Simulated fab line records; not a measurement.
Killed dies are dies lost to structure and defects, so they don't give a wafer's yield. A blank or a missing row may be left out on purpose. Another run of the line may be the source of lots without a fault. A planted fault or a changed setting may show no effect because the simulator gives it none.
One fault through the eyes of 2 desks || flow sky130 || what lay behind the numbers comes last; until then each desk has only its own

FROM THE METROLOGY DESK
Means of the sampled wafers that have a number, per lot and without regard to the tool the lot ran on: this is what the gauges read. If a lot's mean is further than 4 standard deviations from the usual mean, the lot is out of limits and carries the mark OUT (the distance appears in the brackets).
Columns: A = METAL1_OVL at SKY_METAL1_OVL_MEAS_16, usual 3 nm
{"lot": "L791", "first seen here": "day 32 22:48", "A": -9}
{"lot": "L792", "first seen here": "day 33 17:49", "A": 8}
{"lot": "L793", "first seen here": "day 33 21:37", "A": 1}
{"lot": "L797", "first seen here": "day 35 07:37", "A": 9}
{"lot": "L798", "first seen here": "day 35 11:16", "A": 1}
{"lot": "L801", "first seen here": "day 36 09:12", "A": 0}
{"lot": "L803", "first seen here": "day 36 22:22", "A": 7}
{"lot": "L806", "first seen here": "day 37 22:29", "A": 9}
{"lot": "L807", "first seen here": "day 38 03:58", "A": -4}
{"lot": "L808", "first seen here": "day 38 11:41", "A": -3}
{"lot": "L809", "first seen here": "day 38 17:34", "A": 1}
{"lot": "L812", "first seen here": "day 39 09:34", "A": -3}
{"lot": "L813", "first seen here": "day 39 16:55", "A": 1}
This desk's verdict: no lot among the 13 shows anything out of limits.

AT THE TOOL OWNER'S DESK: litho_track-01
The tool's own readings at SKY_VIA2_COAT_07 (resist thk 450 nm): means of the sampled wafers that have a number, for each lot that ran on this tool. If a lot's mean is further than 4 standard deviations from the usual mean, the lot is out of limits and carries the mark OUT (the distance appears in the brackets).
Columns: A = exhaust_pa at SKY_VIA2_COAT_07, usual 45.2 Pa; B = spin_speed_rpm at SKY_VIA2_COAT_07, usual 3000.3 rpm
{"lot": "L793", "first seen here": "day 36 19:00", "A": 45.5, "B": 2998.5}
{"lot": "L797", "first seen here": "day 38 04:00", "A": 45.7, "B": 2999.4}
{"lot": "L798", "first seen here": "day 38 08:00", "A": 45.4, "B": 3000.0}
{"lot": "L803", "first seen here": "day 39 17:00", "A": 45.6, "B": 3003.8}
{"lot": "L806", "first seen here": "day 40 15:00", "A": 46.0, "B": "2953.1 (-22) OUT"}
{"lot": "L807", "first seen here": "day 40 20:00", "A": 45.4, "B": "2952.8 (-23) OUT"}
{"lot": "L808", "first seen here": "day 41 04:00", "A": 45.0, "B": "2952.7 (-23) OUT"}
Finding of this desk: L806, L807, L808 out of limits; the first was L806 at day 40 15:00, on spin_speed_rpm at SKY_VIA2_COAT_07. In limits: L793, L797, L798, L803.

BROUGHT TOGETHER
On L806, L807, L808, at day 40 15:00, an alarm was possible from the tool owner's desk.
The metrology desk saw nothing out of limits.
The metrology desk has L806, L807, L808 on record, within its limits.
All the named lots went through SKY_VIA2_COAT_07 on litho_track-01.

WHAT WAS PUT IN BY THE SIMULATOR
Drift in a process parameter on litho_track-01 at SKY_VIA2_COAT_07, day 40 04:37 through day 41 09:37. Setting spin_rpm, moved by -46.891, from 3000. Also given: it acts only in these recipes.
Shown lots that were struck: L806, L807, L808.
Each desk's first reading out of limits, in hours after the fault started: the tool owner's desk, 10.
